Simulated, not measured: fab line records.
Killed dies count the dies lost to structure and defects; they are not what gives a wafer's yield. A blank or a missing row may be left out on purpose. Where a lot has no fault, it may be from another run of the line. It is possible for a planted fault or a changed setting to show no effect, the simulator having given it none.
What tool caused it?    flow sky130    Sampling: 14 lots, 42 wafers, 3 of 708 route steps

== WHAT EACH GAUGE READ, for each wafer ==
SKY_LDD_N_TW_MEAS_17.
lot   measured      on             LDD_N_TW
L552  day 17 15:55  film_metro-03  2603 2596 2597
L553  day 18 00:13  film_metro-04  2548 2557 2550
L555  day 18 18:25  film_metro-03  2602 2596 2594
L560  day 20 20:29  film_metro-01  2949 2931 2963
L561  day 21 06:56  film_metro-01  2945 2951 2945
L562  day 21 09:37  film_metro-03  3009 3003 3002
L566  day 23 17:55  film_metro-01  2562 2561 2569
L567  day 23 23:53  film_metro-03  2596 2592 2597
L570  day 24 17:17  film_metro-03  2598 2581 2589
L569  day 24 20:56  film_metro-03  2600 2594 2571
L571  day 25 05:59  film_metro-03  2581 2602 2586
L573  day 25 16:55  film_metro-01  2546 2538 2534
L574  day 25 21:37  film_metro-03  2591 2593 2582
L575  day 26 00:02  film_metro-03  2601 2598 2597

== WHICH TOOL RAN EACH LOT (tool, then ch and the chambers of the sampled wafers, then the start) ==
lot   SKY_LDD_N_IMPLANT_08             SKY_LDD_N_STRIP_16
L552  implanter-03 ch 0, day 17 14:37  plasma_asher-01 ch 0,1, day 17 15:49
L553  implanter-02 ch 0, day 17 22:55  plasma_asher-03 ch 0,1, day 18 00:07
L555  implanter-01 ch 0, day 18 17:07  plasma_asher-03 ch 0,1, day 18 18:18
L560  implanter-01 ch 0, day 20 19:12  plasma_asher-01 ch 0,1, day 20 20:22
L561  implanter-01 ch 0, day 21 05:39  plasma_asher-03 ch 0,1, day 21 06:49
L562  implanter-01 ch 0, day 21 08:19  plasma_asher-04 ch 0,1, day 21 09:31
L566  implanter-01 ch 0, day 23 16:37  plasma_asher-03 ch 0,1, day 23 17:49
L567  implanter-01 ch 0, day 23 22:38  plasma_asher-03 ch 0,1, day 23 23:47
L570  implanter-01 ch 0, day 24 16:00  plasma_asher-01 ch 0,1, day 24 17:10
L569  implanter-02 ch 0, day 24 19:39  plasma_asher-04 ch 0, day 24 20:49
L571  implanter-01 ch 0, day 25 04:41  plasma_asher-01 ch 0,1, day 25 05:53
L573  implanter-01 ch 0, day 25 15:37  plasma_asher-03 ch 0,1, day 25 16:49
L574  implanter-01 ch 0, day 25 20:19  plasma_asher-01 ch 0,1, day 25 21:31
L575  implanter-01 ch 0, day 25 22:45  plasma_asher-03 ch 0,1, day 25 23:55
- SKY_LDD_N_IMPLANT_08
- SKY_LDD_N_STRIP_16: strips in O2/N2.

== WHAT THE TOOLS THEMSELVES READ (means of the sampled wafers that have a number; where no wafer has one, the mark that the record gives instead) ==
SKY_LDD_N_IMPLANT_08.
lot   tool          beam_on_s (s)  dose_ions_cm2  faraday_current_uA
L552  implanter-03  10.12          7.509e+13      416
L553  implanter-02  10.08          7.512e+13      419
L555  implanter-01  10.11          7.500e+13      418
L560  implanter-01  57.19          6.238e+14      616
L561  implanter-01  58.61          6.238e+14      600
L562  implanter-01  59.69          6.239e+14      588
L566  implanter-01  10.18          7.490e+13      416
L567  implanter-01  10.09          7.500e+13      419
L570  implanter-01  9.91           7.510e+13      427
L569  implanter-02  9.93           7.503e+13      426
L571  implanter-01  10.04          7.498e+13      421
L573  implanter-01  9.94           7.495e+13      426
L574  implanter-01  9.87           7.499e+13      427
L575  implanter-01  9.80           7.507e+13      430

SKY_LDD_N_STRIP_16.
lot   tool             drypump_motor_current_A (A)  oes_product_au (a.u.)  strip_time_to_endpoint_s (s)
L552  plasma_asher-01  5.5                          0.409                  4.326
L553  plasma_asher-03  6.0                          0.406                  4.294
L555  plasma_asher-03  6.3                          0.403                  4.310
L560  plasma_asher-01  5.3                          0.408                  5.536
L561  plasma_asher-03  6.3                          0.403                  5.529
L562  plasma_asher-04  5.8                          0.405                  5.566
L566  plasma_asher-03  6.2                          0.407                  4.312
L567  plasma_asher-03  6.0                          0.413                  4.327
L570  plasma_asher-01  5.3                          0.406                  4.333
L569  plasma_asher-04  5.7                          0.406                  4.317
L571  plasma_asher-01  5.5                          0.407                  4.331
L573  plasma_asher-03  6.3                          0.408                  4.326
L574  plasma_asher-01  5.5                          0.404                  4.307
L575  plasma_asher-03  6.0                          0.409                  4.331

== THE ANSWER, worked out from the rows above alone ==
Rule: usual is defined by the lots themselves. The widest of any qualifying gaps counts: lots, ordered by their means at a reading, are off when they make up no more than a third of the lots, leave a main group of 4 or more, and stand apart from it by 3 or more times the standard deviation of that group's means. Not used: any main group whose means are identical at the precision the tables above print for the reading. A lot without any number at a reading at which 4 lots or more have one is off too. The other lots that the step has rows for count as sound. Order of review: gauges by route order, followed by the tools' own readings, for which a lot's mean as printed above is used. At the first step where some lot is off, the reading lying furthest off is the one used; lots without a number count as furthest.
Off: L560, L561, L562, at SKY_LDD_N_TW_MEAS_17 (LDD_N_TW). For the main group the mean is 2582 and the standard deviation 20.
A tool fits if, at a process step before that reading, it ran every lot that is off, and no sound lot after the first of them. Not tried: the gauges at SKY_LDD_N_TW_MEAS_17; whatever is off there is also off at SKY_LDD_N_IMPLANT_08, on other tools, and gauge error can't account for it. Of those tried, none fits.

== WHAT THE SIMULATOR PUT IN ==
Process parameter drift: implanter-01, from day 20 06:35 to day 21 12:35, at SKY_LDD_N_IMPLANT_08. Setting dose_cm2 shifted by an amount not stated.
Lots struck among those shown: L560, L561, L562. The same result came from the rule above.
